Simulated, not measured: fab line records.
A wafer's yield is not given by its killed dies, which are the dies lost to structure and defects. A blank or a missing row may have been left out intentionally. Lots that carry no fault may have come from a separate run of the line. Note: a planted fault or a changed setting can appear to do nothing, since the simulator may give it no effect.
fab line records	flow sky130
record lots=24	wafers=72	lastDay=50
route steps=708 shown CONTACT@425 METAL1@436 VIA3@596 METAL4@599 CAP2M@605 VIA4@650
lots that met no fault: from a run of the same line without faults
startH: start of the lot's first displayed wafer, in hours after the record's first day	waitH: time in hours since the lot's previous step	" the same as in the row above	L1.1+2: several wafers, shown together as one row	- no value, or no start was given	* or withheld: withheld	< > ~ a bound
route shown NAME@n: NAME is a module with steps in the file, n the number in the route of the first one	usual: mean/standard deviation taken from wafers without a fault	same: alike in all rows	chamber/n: place in a boat	sites: the reading at each site	_std_site: their standard deviation	_edge_site: the outer-site mean with the inner-site mean subtracted	radiusMm: for every site, how far away it sits from the centre of the wafer	mask NAME#n: copy n	behind: the most recent tool/chamber to have shaped the wafer	hold: cause of the lot's hold/its duration in hours/its outcome	device: the n, p or np transistor that did not switch	end of line: the tests these same wafers got at the end of their route	a step without rows: its recipe alone	killed: dies that structure and defects cost at the first sort, which is not the same as the wafer's yield	map: per-die view of a wafer (x killed, . not killed, _ where there is no die)
set.NAME: setting as actually run; set.NAME@STEP: the setting as run at that earlier step	model.NAME: the simulator's own value behind a step, which no gauge read
a sample of lots followed through the steps of the route, with each step as a table and each wafer as a row
services: when a tool's chamber went out of use (startH, in hours from the record's first day, below 0 if earlier), for how many hours, and the reason
## steps
# step SKY_CONTACT_STRIP_19
# recipe chemistry=O2/N2	powerW=1400	pressureMtorr=1500	platenTempC=withheld	o2FlowSccm=3000	n2FlowSccm=300	overashFraction=0.5
# usual drypumpMotorCurrentA=5.8/0.44	oesProductAu=0.381/0.0048	stripTimeToEndpointS=3.610/0.029
lot.wafer	tool	chamber	startH	waitH	drypumpMotorCurrentA	oesProductAu	rfHoursCounterH	stripTimeToEndpointS
L074.2	plasmaAsher-03	1	737.71	-	5.9	0.380	27	3.600
L074.4	"	0	"	"	6.3	0.389	-	3.657
L074.5	"	0	"	"	6.3	0.384	-	3.650
L075.1	plasmaAsher-02	0	741.76	-	5.2	0.379	94	3.636
L075.2	"	1	"	"	5.2	0.383	94	3.592
L075.3	"	1	"	"	5.2	0.380	-	3.571
L076.1	plasmaAsher-04	1	750.73	-	5.6	0.375	1	3.614
L076.2	"	0	"	"	6.2	0.379	1	3.596
L076.6	"	1	"	"	5.5	0.385	-	3.601
L077.2	plasmaAsher-02	0	761.43	-	5.1	0.390	96	3.630
L077.4	"	0	"	"	5.1	0.396	-	3.614
L077.6	"	0	"	"	5.1	0.377	-	3.623
L078.2	plasmaAsher-02	0	771.16	-	5.1	0.381	97	3.584
L078.5	"	1	"	"	5.2	0.376	-	3.657
L078.6	"	0	"	"	5.1	0.384	-	3.630
L079.1	plasmaAsher-02	1	775.86	-	5.2	0.384	97	3.637
L079.3	"	0	"	"	5.1	0.377	-	3.592
L079.6	"	1	"	"	5.2	0.375	-	3.569
L080.1	plasmaAsher-03	0	792.16	-	6.3	0.378	33	3.629
L080.4	"	0	"	"	6.3	0.378	-	3.606
L080.5	"	0	"	"	6.4	0.386	-	3.613
L081.1	plasmaAsher-04	0	797.38	-	6.2	0.381	5	3.596
L081.2	"	1	"	"	5.6	0.390	5	3.583
L081.4	"	1	"	"	5.6	0.379	-	3.573
L082.2	plasmaAsher-04	1	802.13	-	5.6	0.380	6	3.634
L082.5	"	0	"	"	6.2	0.381	-	3.618
L082.6	"	1	"	"	5.5	0.390	-	3.629
L083.1	plasmaAsher-03	1	805.56	-	5.9	0.382	34	3.563
L083.3	"	1	"	"	5.9	0.379	-	3.619
L083.4	"	0	"	"	6.3	0.385	-	3.639
L084.1	plasmaAsher-04	1	823.38	-	5.5	0.376	8	3.579
L084.3	"	1	"	"	5.5	0.381	-	3.651
L084.5	"	1	"	"	5.5	0.384	-	3.597
L085.3	plasmaAsher-03	1	837.16	-	5.9	0.380	-	3.646
L085.4	"	0	"	"	6.4	0.385	-	3.606
L085.6	"	1	"	"	5.9	0.386	-	3.600
L086.1	plasmaAsher-04	0	842.63	-	6.2	0.389	10	3.660
L086.2	"	1	"	"	5.6	0.379	10	3.625
L086.5	"	0	"	"	6.2	0.383	-	3.666
L087.1	plasmaAsher-04	0	843.61	-	6.2	0.384	10	3.630
L087.3	"	1	"	"	5.6	0.382	-	3.633
L087.6	"	0	"	"	6.2	0.379	-	3.622
L089.1	plasmaAsher-04	0	873.09	-	6.2	0.375	13	3.562
L089.4	"	0	"	"	6.3	0.378	-	3.578
L089.5	"	1	"	"	5.6	0.393	-	3.571
L091.2	plasmaAsher-03	1	873.90	-	6.0	0.377	40	3.579
L091.3	"	0	"	"	6.3	0.377	-	3.572
L091.6	"	1	"	"	5.9	0.384	-	3.600
L090.3	plasmaAsher-04	0	874.71	-	6.2	0.375	-	3.637
L090.5	"	0	"	"	6.2	0.386	-	3.623
L090.6	"	1	"	"	5.5	0.388	-	3.679
L088.1	plasmaAsher-03	0	876.83	-	6.3	0.380	40	3.587
L088.4	"	1	"	"	5.9	0.377	-	3.591
L088.5	"	0	"	"	6.3	0.379	-	3.609
L092.1	plasmaAsher-03	0	881.78	-	6.3	0.375	41	3.553
L092.3	"	1	"	"	5.9	0.381	-	3.567
L092.4	"	0	"	"	6.3	0.384	-	3.585
L093.1	plasmaAsher-02	1	883.28	-	5.2	0.378	108	3.607
L093.4	"	0	"	"	5.1	0.380	-	3.635
L093.5	"	1	"	"	5.2	0.377	-	3.640
L094.3	plasmaAsher-04	1	888.66	-	5.5	0.377	-	3.598
L094.5	"	1	"	"	5.6	0.380	-	3.594
L094.6	"	0	"	"	6.2	0.381	-	3.609
L095.3	plasmaAsher-03	0	894.31	-	6.3	0.385	-	3.600
L095.4	"	1	"	"	5.9	0.386	-	3.648
L095.6	"	0	"	"	6.3	0.382	-	3.561
L096.1	plasmaAsher-04	1	909.03	-	5.6	0.387	17	3.608
L096.2	"	0	"	"	6.3	0.386	17	3.626
L096.3	"	1	"	"	5.5	0.381	-	3.626
L097.2	plasmaAsher-04	0	910.21	-	6.3	0.374	17	3.634
L097.4	"	1	"	"	5.6	0.382	-	3.652
L097.5	"	1	"	"	5.6	0.384	-	3.625
# step SKY_METAL1_SPUTTER_02
# recipe material=AlCu	targetThkNm=250	powerW=10600	timeS=13.3	chamberPressurePa=0.4
# usual chamberPressurePa=0.4000/0.00079	throttleValvePct=30.9/1.1
lot.wafer	tool	chamber	startH	waitH	chamberPressurePa	throttleValvePct
L074.2	pvdSputter-01	-	739.00	0.0	0.4006	31.5
L074.4	"	-	"	"	0.3991	30.0
L074.5	"	-	"	"	0.4002	31.5
L075.1	pvdSputter-04	-	743.05	0.0	0.3999	31.7
L075.2	"	-	"	"	0.3994	30.8
L075.3	"	-	"	"	0.3992	29.2
L076.1	pvdSputter-04	-	752.02	0.0	0.3991	31.8
L076.2	"	-	"	"	0.3986	29.4
L076.6	"	-	"	"	0.4002	32.6
L077.2	pvdSputter-01	-	762.73	0.0	0.3996	31.3
L077.4	"	-	"	"	0.4013	30.2
L077.6	"	-	"	"	0.3993	30.1
L078.2	pvdSputter-01	-	772.49	0.0	0.4002	31.4
L078.5	"	-	"	"	0.3990	31.3
L078.6	"	-	"	"	0.4001	32.2
L079.1	pvdSputter-03	-	777.17	0.0	0.3997	30.3
L079.3	"	-	"	"	0.4007	31.9
L079.6	"	-	"	"	0.4003	30.4
L080.1	pvdSputter-01	-	793.46	0.0	0.3988	29.2
L080.4	"	-	"	"	0.3990	30.2
L080.5	"	-	"	"	0.4007	31.9
L081.1	pvdSputter-01	-	798.68	0.0	0.4009	29.3
L081.2	"	-	"	"	0.4008	31.8
L081.4	"	-	"	"	0.3997	30.2
L082.2	pvdSputter-01	-	803.46	0.0	0.4006	31.7
L082.5	"	-	"	"	0.4000	31.7
L082.6	"	-	"	"	0.4003	29.9
L083.1	pvdSputter-04	-	806.85	0.0	0.3992	32.4
L083.3	"	-	"	"	0.4000	29.7
L083.4	"	-	"	"	0.3992	31.1
L084.1	pvdSputter-01	-	824.68	0.0	0.3993	28.9
L084.3	"	-	"	"	0.4004	30.3
L084.5	"	-	"	"	0.4004	29.2
L085.3	pvdSputter-03	-	838.50	0.0	0.3993	31.9
L085.4	"	-	"	"	0.4005	30.2
L085.6	"	-	"	"	0.3986	30.1
L086.1	pvdSputter-03	-	843.92	0.0	0.3996	31.8
L086.2	"	-	"	"	0.3996	30.5
L086.5	"	-	"	"	0.4001	32.0
L087.1	pvdSputter-01	-	844.91	0.0	0.4000	30.0
L087.3	"	-	"	"	0.3994	31.6
L087.6	"	-	"	"	0.4007	31.4
L089.1	pvdSputter-03	-	874.43	0.0	0.3997	29.7
L089.4	"	-	"	"	0.4000	30.5
L089.5	"	-	"	"	0.3990	29.7
L091.2	pvdSputter-03	-	875.23	0.0	0.3997	31.9
L091.3	"	-	"	"	0.3998	32.2
L091.6	"	-	"	"	0.3995	32.0
L090.3	pvdSputter-03	-	876.01	0.0	0.3998	29.7
L090.5	"	-	"	"	0.4003	30.6
L090.6	"	-	"	"	0.3994	29.7
L088.1	pvdSputter-01	-	878.16	0.0	0.4000	29.4
L088.4	"	-	"	"	0.3998	29.0
L088.5	"	-	"	"	0.4011	30.3
L092.1	pvdSputter-04	-	883.19	0.0	0.4022	31.1
L092.3	"	-	"	"	0.4002	31.7
L092.4	"	-	"	"	0.3999	32.4
L093.1	pvdSputter-03	-	884.68	0.0	0.3998	30.0
L093.4	"	-	"	"	0.3994	29.8
L093.5	"	-	"	"	0.4001	31.8
L094.3	pvdSputter-01	-	890.06	0.0	0.4012	29.4
L094.5	"	-	"	"	0.3993	31.7
L094.6	"	-	"	"	0.3991	32.1
L095.3	pvdSputter-01	-	895.61	0.0	0.4003	31.5
L095.4	"	-	"	"	0.4006	31.7
L095.6	"	-	"	"	0.3996	31.4
L096.1	pvdSputter-03	-	910.45	0.0	0.4001	30.5
L096.2	"	-	"	"	0.4003	29.9
L096.3	"	-	"	"	0.4003	31.7
L097.2	pvdSputter-01	-	911.52	0.0	0.4002	31.8
L097.4	"	-	"	"	0.3996	32.0
L097.5	"	-	"	"	0.4006	29.0
# step SKY_VIA3_THK_MEAS_23
# recipe thkMeasGauge=xrf	reads=W_of_VIA3_CVD_21
# usual VIA3_W_THK=395/7.3
lot.wafer	tool	chamber	startH	waitH	VIA3_W_THK[nm]
L074.2	filmMetro-01	-	933.19	0.1	391
L074.4	"	-	"	"	391
L074.5	"	-	"	"	399
L075.1	filmMetro-03	-	935.20	0.1	398
L075.2	"	-	"	"	395
L075.3	"	-	"	"	392
L076.1	filmMetro-02	-	944.44	0.1	403
L076.2	"	-	"	"	399
L076.6	"	-	"	"	402
L077.2	filmMetro-03	-	954.76	0.1	388
L077.4	"	-	"	"	393
L077.6	"	-	"	"	390
L078.2	filmMetro-01	-	962.73	0.1	399
L078.5	"	-	"	"	394
L078.6	"	-	"	"	398
L079.1	filmMetro-01	-	966.29	0.1	404
L079.3	"	-	"	"	408
L079.6	"	-	"	"	403
L080.1	filmMetro-02	-	982.19	0.1	405
L080.4	"	-	"	"	404
L080.5	"	-	"	"	402
L081.1	filmMetro-03	-	991.58	0.1	402
L081.2	"	-	"	"	394
L081.4	"	-	"	"	392
L082.2	filmMetro-01	-	991.61	0.1	393
L082.5	"	-	"	"	396
L082.6	"	-	"	"	395
L083.1	filmMetro-01	-	993.68	0.1	391
L083.3	"	-	"	"	399
L083.4	"	-	"	"	396
L084.1	filmMetro-01	-	1008.89	0.1	378
L084.3	"	-	"	"	386
L084.5	"	-	"	"	380
L085.3	filmMetro-03	-	1021.14	0.1	396
L085.4	"	-	"	"	391
L085.6	"	-	"	"	393
L086.1	filmMetro-03	-	1024.90	0.1	387
L086.2	"	-	"	"	391
L086.5	"	-	"	"	392
L087.1	filmMetro-03	-	1026.19	0.1	391
L087.3	"	-	"	"	401
L087.6	"	-	"	"	389
L089.1	filmMetro-01	-	1050.71	0.1	393
L089.4	"	-	"	"	396
L089.5	"	-	"	"	395
L091.2	filmMetro-01	-	1052.90	0.1	392
L091.3	"	-	"	"	390
L091.6	"	-	"	"	394
L088.1	filmMetro-02	-	1055.46	0.1	398
L088.4	"	-	"	"	402
L088.5	"	-	"	"	393
L090.3	filmMetro-01	-	1055.53	0.1	392
L090.5	"	-	"	"	384
L090.6	"	-	"	"	391
L092.1	filmMetro-01	-	1061.59	0.1	382
L092.3	"	-	"	"	391
L092.4	"	-	"	"	380
L093.1	filmMetro-03	-	1061.84	0.1	398
L093.4	"	-	"	"	400
L093.5	"	-	"	"	405
L094.3	filmMetro-02	-	1066.61	0.1	413
L094.5	"	-	"	"	414
L094.6	"	-	"	"	411
L095.3	filmMetro-02	-	1069.45	0.1	404
L095.4	"	-	"	"	407
L095.6	"	-	"	"	399
L096.1	filmMetro-01	-	1083.38	0.1	390
L096.2	"	-	"	"	379
L096.3	"	-	"	"	388
L097.2	filmMetro-03	-	1085.58	0.1	397
L097.4	"	-	"	"	395
L097.5	"	-	"	"	399
# step SKY_METAL4_SPUTTER_01
# recipe material=TiN	targetThkNm=20	powerW=6500	timeS=16.7	chamberPressurePa=0.4
# usual chamberPressurePa=0.4000/0.00083	throttleValvePct=30.8/1.1
lot.wafer	tool	chamber	startH	waitH	chamberPressurePa	throttleValvePct
L074.2	pvdSputter-04	-	933.56	0.0	0.4015	32.6
L074.4	"	-	"	"	0.3995	31.7
L074.5	"	-	"	"	0.4003	29.2
L075.1	pvdSputter-02	-	935.58	0.0	0.4008	30.5
L075.2	"	-	"	"	0.3993	29.9
L075.3	"	-	"	"	0.3988	29.1
L076.1	pvdSputter-02	-	944.82	0.0	0.4003	29.2
L076.2	"	-	"	"	0.3994	30.7
L076.6	"	-	"	"	0.3998	30.4
L077.2	pvdSputter-04	-	955.14	0.0	0.4002	29.5
L077.4	"	-	"	"	0.4013	31.5
L077.6	"	-	"	"	0.3991	29.6
L078.2	pvdSputter-04	-	963.83	0.0	0.3990	31.8
L078.5	"	-	"	"	0.4009	29.4
L078.6	"	-	"	"	0.3991	31.9
L079.1	pvdSputter-03	-	967.13	0.0	0.3992	32.1
L079.3	"	-	"	"	0.4001	32.1
L079.6	"	-	"	"	0.4012	32.0
L080.1	pvdSputter-04	-	982.58	0.0	0.4000	31.7
L080.4	"	-	"	"	0.3994	29.5
L080.5	"	-	"	"	0.3989	29.4
L081.1	pvdSputter-04	-	991.96	0.0	0.4011	29.3
L081.2	"	-	"	"	0.3996	30.7
L081.4	"	-	"	"	0.4011	32.5
L082.2	pvdSputter-02	-	991.98	0.0	0.4006	31.2
L082.5	"	-	"	"	0.4003	29.8
L082.6	"	-	"	"	0.4000	30.6
L083.1	pvdSputter-04	-	994.06	0.0	0.3997	30.9
L083.3	"	-	"	"	0.3983	29.6
L083.4	"	-	"	"	0.4004	32.7
L084.1	pvdSputter-03	-	1009.27	0.0	0.4004	32.0
L084.3	"	-	"	"	0.3998	32.0
L084.5	"	-	"	"	0.3990	30.5
L085.3	pvdSputter-02	-	1021.50	0.0	0.3995	29.3
L085.4	"	-	"	"	0.4005	30.4
L085.6	"	-	"	"	0.4002	30.3
L086.1	pvdSputter-02	-	1025.28	0.0	0.4015	29.8
L086.2	"	-	"	"	0.3985	30.4
L086.5	"	-	"	"	0.4001	31.1
L087.1	pvdSputter-04	-	1026.58	0.0	0.3997	31.8
L087.3	"	-	"	"	0.3999	32.8
L087.6	"	-	"	"	0.3995	30.9
L089.1	pvdSputter-04	-	1051.10	0.0	0.3991	32.0
L089.4	"	-	"	"	0.4009	30.8
L089.5	"	-	"	"	0.3993	32.7
L091.2	pvdSputter-04	-	1053.27	0.0	0.4004	32.2
L091.3	"	-	"	"	0.3997	31.8
L091.6	"	-	"	"	0.4006	30.9
L088.1	pvdSputter-04	-	1055.85	0.0	0.3997	29.6
L088.4	"	-	"	"	0.4001	30.9
L088.5	"	-	"	"	0.3984	32.4
L090.3	pvdSputter-02	-	1055.89	0.0	0.4002	29.0
L090.5	"	-	"	"	0.4000	29.2
L090.6	"	-	"	"	0.4002	29.7
L092.1	pvdSputter-04	-	1061.97	0.0	0.3984	32.7
L092.3	"	-	"	"	0.3995	31.0
L092.4	"	-	"	"	0.3983	31.8
L093.1	pvdSputter-04	-	1062.43	0.0	0.4001	31.5
L093.4	"	-	"	"	0.4024	31.2
L093.5	"	-	"	"	0.3995	32.7
L094.3	pvdSputter-02	-	1066.98	0.0	0.4001	29.4
L094.5	"	-	"	"	0.4010	30.0
L094.6	"	-	"	"	0.3999	29.0
L095.3	pvdSputter-03	-	1069.81	0.0	0.4008	31.8
L095.4	"	-	"	"	0.4014	32.1
L095.6	"	-	"	"	0.3990	29.7
L096.1	pvdSputter-03	-	1083.76	0.0	0.3998	30.3
L096.2	"	-	"	"	0.3995	32.2
L096.3	"	-	"	"	0.3995	29.9
L097.2	pvdSputter-03	-	1086.71	0.0	0.4009	30.3
L097.4	"	-	"	"	0.4002	32.0
L097.5	"	-	"	"	0.3994	30.3
# step SKY_CAP2M_SPUTTER_02
# recipe material=TiN	targetThkNm=200	tempC=300	powerW=6500	timeS=166.7	chamberPressurePa=0.4
# usual chamberPressurePa=0.3999/0.00086	throttleValvePct=30.9/1.1
lot.wafer	tool	chamber	startH	waitH	chamberPressurePa	throttleValvePct
L074.2	pvdSputter-01	-	933.77	0.0	0.4007	31.7
L074.4	"	-	"	"	0.3995	30.1
L074.5	"	-	"	"	0.4009	30.1
L075.1	pvdSputter-03	-	935.79	0.1	0.3996	29.8
L075.2	"	-	"	"	0.3996	32.0
L075.3	"	-	"	"	0.4005	31.6
L076.1	pvdSputter-01	-	945.04	0.1	0.4011	30.2
L076.2	"	-	"	"	0.3985	31.5
L076.6	"	-	"	"	0.3983	28.9
L077.2	pvdSputter-03	-	955.35	0.0	0.4001	29.7
L077.4	"	-	"	"	0.4009	32.1
L077.6	"	-	"	"	0.3999	32.2
L078.2	pvdSputter-01	-	964.04	0.0	0.3998	31.8
L078.5	"	-	"	"	0.4013	30.3
L078.6	"	-	"	"	0.4007	31.2
L079.1	pvdSputter-04	-	967.34	0.1	0.3996	30.7
L079.3	"	-	"	"	0.3996	29.5
L079.6	"	-	"	"	0.3994	32.5
L080.1	pvdSputter-01	-	982.79	0.1	0.3998	31.8
L080.4	"	-	"	"	0.4004	29.1
L080.5	"	-	"	"	0.4016	30.3
L081.1	pvdSputter-03	-	992.17	0.1	0.3995	29.7
L081.2	"	-	"	"	0.3993	30.4
L081.4	"	-	"	"	0.4002	32.1
L082.2	pvdSputter-01	-	992.19	0.0	0.4002	31.8
L082.5	"	-	"	"	0.4003	29.1
L082.6	"	-	"	"	0.4000	31.9
L083.1	pvdSputter-01	-	994.27	0.1	0.4013	30.1
L083.3	"	-	"	"	0.3996	31.8
L083.4	"	-	"	"	0.4002	31.4
L084.1	pvdSputter-01	-	1009.49	0.1	0.3993	29.1
L084.3	"	-	"	"	0.4001	31.9
L084.5	"	-	"	"	0.4000	31.9
L085.3	pvdSputter-04	-	1021.73	0.0	0.4000	32.3
L085.4	"	-	"	"	0.3994	29.7
L085.6	"	-	"	"	0.4000	29.4
L086.1	pvdSputter-03	-	1025.49	0.1	0.3993	30.4
L086.2	"	-	"	"	0.4001	32.0
L086.5	"	-	"	"	0.4007	30.4
L087.1	pvdSputter-01	-	1026.80	0.1	0.3989	30.0
L087.3	"	-	"	"	0.4008	31.8
L087.6	"	-	"	"	0.3987	30.1
L089.1	pvdSputter-03	-	1051.31	0.1	0.3996	29.6
L089.4	"	-	"	"	0.3993	30.4
L089.5	"	-	"	"	0.3995	32.1
L091.2	pvdSputter-03	-	1053.49	0.0	0.3989	32.1
L091.3	"	-	"	"	0.4008	30.4
L091.6	"	-	"	"	0.3992	31.8
L088.1	pvdSputter-03	-	1056.06	0.1	0.4002	29.7
L088.4	"	-	"	"	0.3989	32.1
L088.5	"	-	"	"	0.3994	32.2
L090.3	pvdSputter-04	-	1056.10	0.0	0.3984	31.6
L090.5	"	-	"	"	0.3996	32.3
L090.6	"	-	"	"	0.4010	30.9
L092.1	pvdSputter-01	-	1062.18	0.1	0.3995	32.1
L092.3	"	-	"	"	0.4003	30.2
L092.4	"	-	"	"	0.4005	31.6
L093.1	pvdSputter-01	-	1062.64	0.1	0.4004	29.0
L093.4	"	-	"	"	0.3999	31.5
L093.5	"	-	"	"	0.4006	31.6
L094.3	pvdSputter-04	-	1067.19	0.0	0.3995	30.8
L094.5	"	-	"	"	0.3987	29.5
L094.6	"	-	"	"	0.3989	30.9
L095.3	pvdSputter-04	-	1070.02	0.0	0.3987	31.0
L095.4	"	-	"	"	0.4012	32.5
L095.6	"	-	"	"	0.4002	31.8
L096.1	pvdSputter-04	-	1083.98	0.1	0.3996	29.6
L096.2	"	-	"	"	0.4006	32.4
L096.3	"	-	"	"	0.4000	30.6
L097.2	pvdSputter-04	-	1086.92	0.0	0.4007	31.7
L097.4	"	-	"	"	0.4011	32.6
L097.5	"	-	"	"	0.4015	32.5
# step SKY_VIA4_OVL_MEAS_11
# usual VIA4_OVL=0.0/1.2
lot.wafer	tool	chamber	startH	waitH	VIA4_OVL[nm]
L074.2	overlay-02	-	1007.18	0.1	-0.2
L074.4	"	-	"	"	-0.2
L074.5	"	-	"	"	1.0
L075.1	overlay-02	-	1008.24	0.1	-1.8
L075.2	"	-	"	"	-1.3
L075.3	"	-	"	"	-1.5
L076.1	overlay-01	-	1017.48	0.1	0.3
L076.2	"	-	"	"	-0.9
L076.6	"	-	"	"	-1.0
L077.2	overlay-02	-	1028.43	0.1	-2.0
L077.4	"	-	"	"	-0.2
L077.6	"	-	"	"	0.0
L078.2	overlay-02	-	1036.73	0.1	1.0
L078.5	"	-	"	"	1.3
L078.6	"	-	"	"	0.1
L079.1	overlay-01	-	1040.24	0.1	1.3
L079.3	"	-	"	"	-0.5
L079.6	"	-	"	"	0.7
L080.1	overlay-02	-	1053.23	0.1	-1.4
L080.4	"	-	"	"	-0.3
L080.5	"	-	"	"	0.2
L081.1	overlay-02	-	1062.44	0.1	0.1
L081.2	"	-	"	"	2.0
L081.4	"	-	"	"	0.0
L082.2	overlay-01	-	1062.48	0.1	1.1
L082.5	"	-	"	"	1.1
L082.6	"	-	"	"	0.8
L083.1	overlay-02	-	1064.23	0.1	0.9
L083.3	"	-	"	"	2.3
L083.4	"	-	"	"	1.7
L084.1	overlay-02	-	1078.68	0.1	0.7
L084.3	"	-	"	"	0.4
L084.5	"	-	"	"	-1.0
L085.3	overlay-02	-	1089.35	0.1	-1.6
L085.4	"	-	"	"	0.0
L085.6	"	-	"	"	-0.9
L086.1	overlay-01	-	1091.53	0.1	0.3
L086.2	"	-	"	"	-1.5
L086.5	"	-	"	"	-0.5
L087.1	overlay-01	-	1092.73	0.1	-0.9
L087.3	"	-	"	"	0.8
L087.6	"	-	"	"	0.1
L089.1	overlay-01	-	1114.98	0.1	0.2
L089.4	"	-	"	"	-1.3
L089.5	"	-	"	"	0.0
L091.2	overlay-01	-	1118.23	0.1	0.0
L091.3	"	-	"	"	2.1
L091.6	"	-	"	"	0.2
L088.1	overlay-01	-	1118.84	0.1	1.5
L088.4	"	-	"	"	0.3
L088.5	"	-	"	"	1.0
L090.3	overlay-02	-	1119.16	0.1	1.4
L090.5	"	-	"	"	0.7
L090.6	"	-	"	"	0.6
L092.1	overlay-02	-	1126.14	0.1	0.5
L092.3	"	-	"	"	-2.4
L092.4	"	-	"	"	0.6
L093.1	overlay-02	-	1126.44	0.1	0.3
L093.4	"	-	"	"	0.3
L093.5	"	-	"	"	0.7
L094.3	overlay-01	-	1130.64	0.1	0.1
L094.5	"	-	"	"	-0.2
L094.6	"	-	"	"	-1.5
L095.3	overlay-01	-	1133.54	0.1	-2.0
L095.4	"	-	"	"	-1.6
L095.6	"	-	"	"	-1.0
L096.1	overlay-02	-	1143.98	0.1	-3.1
L096.2	"	-	"	"	-1.7
L096.3	"	-	"	"	-0.7
L097.2	overlay-01	-	1148.68	0.1	0.5
L097.4	"	-	"	"	-0.1
L097.5	"	-	"	"	-0.1
## services
tool	chamber	startH	hours	kind
pvdSputter-04	-	713.84	3.0	repair
plasmaAsher-04	-	733.75	9.0	pm
pvdSputter-02	-	736.49	1.7	repair
pvdSputter-04	-	753.35	3.0	repair
pvdSputter-02	-	764.27	1.9	repair
pvdSputter-01	-	775.56	2.4	repair
plasmaAsher-02	-	783.75	1.5	repair
pvdSputter-03	-	796.38	8.3	repair
plasmaAsher-03	-	837.45	14.6	pm
plasmaAsher-04	-	855.27	1.1	repair
pvdSputter-01	3	862.51	-	consumableReplace:kit
pvdSputter-01	3	862.51	18.0	scheduledDown
pvdSputter-01	3	862.51	18.0	ventCycle
pvdSputter-04	-	888.33	7.5	repair
pvdSputter-02	-	893.60	1.5	repair
plasmaAsher-02	-	908.55	1.2	repair
plasmaAsher-03	-	961.86	2.7	repair
pvdSputter-04	1	982.71	-	consumableReplace:kit
pvdSputter-04	1	982.71	18.0	scheduledDown
pvdSputter-04	1	982.71	18.0	ventCycle
pvdSputter-01	2	1021.87	-	consumableReplace:kit
plasmaAsher-04	-	1024.59	1.6	repair
plasmaAsher-02	-	1055.25	9.0	pm
plasmaAsher-04	-	1079.70	2.8	pm
## key
fault none
